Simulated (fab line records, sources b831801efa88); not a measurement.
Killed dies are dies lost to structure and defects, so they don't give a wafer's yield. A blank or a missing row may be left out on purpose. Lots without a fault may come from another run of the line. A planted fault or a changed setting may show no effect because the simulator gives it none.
Which tool did it? | flow gf180mcu | 6 lots, 18 wafers sampled, at 3 steps of a route of 602

WHAT THE GAUGES READ, wafer by wafer
GF_MVPSD_TW_MEAS_11.
lot  | measured     | on            | MVPSD_TW
L899 | day 5 12:02  | film_metro-01 | 544 547 544
L903 | day 6 10:11  | film_metro-03 | 556 556 555
L908 | day 7 18:20  | film_metro-01 | 589 589 588
L915 | day 9 14:34  | film_metro-04 | 560 558 557
L918 | day 10 04:50 | film_metro-04 | 557 558 558
L920 | day 10 18:20 | film_metro-01 | 545 550 546

WHICH TOOL RAN EACH LOT (tool, then ch and the chambers of the sampled wafers, then the start)
lot  | GF_STI_STRIP_15                     | GF_MVPSD_IMPLANT_08
L899 | plasma_asher-02 ch 0,1, day 2 13:05 | implanter-03 ch 0, day 5 11:38
L903 | plasma_asher-02 ch 0,1, day 3 08:53 | implanter-02 ch 0, day 6 09:47
L908 | plasma_asher-03 ch 0,1, day 4 10:14 | implanter-03 ch 0, day 7 17:56
L915 | plasma_asher-01 ch 0,1, day 5 23:28 | implanter-04 ch 0, day 9 14:13
L918 | plasma_asher-03 ch 0,1, day 6 14:13 | implanter-04 ch 0, day 10 04:26
L920 | plasma_asher-03 ch 0,1, day 7 00:02 | implanter-02 ch 0, day 10 17:56
- GF_STI_STRIP_15: strips in O2/N2.
- GF_MVPSD_IMPLANT_08

THE ANSWER, worked out from the rows above alone
Rule: what is usual is taken from the lots themselves. Put in order of their means at a reading, lots are off if they are a third of the lots or fewer, leave a main group of 4 or more, and stand apart from it by a gap of 3 or more times the standard deviation of the main group's means; of several such gaps the widest counts. A main group whose means are all the same, to the digits that the tables above print for the reading, isn't used. A lot without any number at a reading at which 4 lots or more have one is off too. The other lots that the step has rows for count as sound.
Off: L908, at GF_MVPSD_TW_MEAS_11 (MVPSD_TW). The main group: mean 553, standard deviation 5.6.
A tool fits if, at a process step before that reading, it ran every lot that is off, and no sound lot after the first of them. The gauges at GF_MVPSD_TW_MEAS_11 are tried like those tools. One fits: implanter-03 at GF_MVPSD_IMPLANT_08. Its last sound lot is L899 (day 5 11:38), its first lot that is off L908 (day 7 17:56): a fault that began between those two fits.

WHAT THE SIMULATOR HAD PUT IN
Process parameter drift: implanter-03, from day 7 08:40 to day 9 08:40, at GF_MVPSD_IMPLANT_08. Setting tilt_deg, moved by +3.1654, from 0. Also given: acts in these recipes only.
Lots struck among those shown: L908. The rule above found the same.
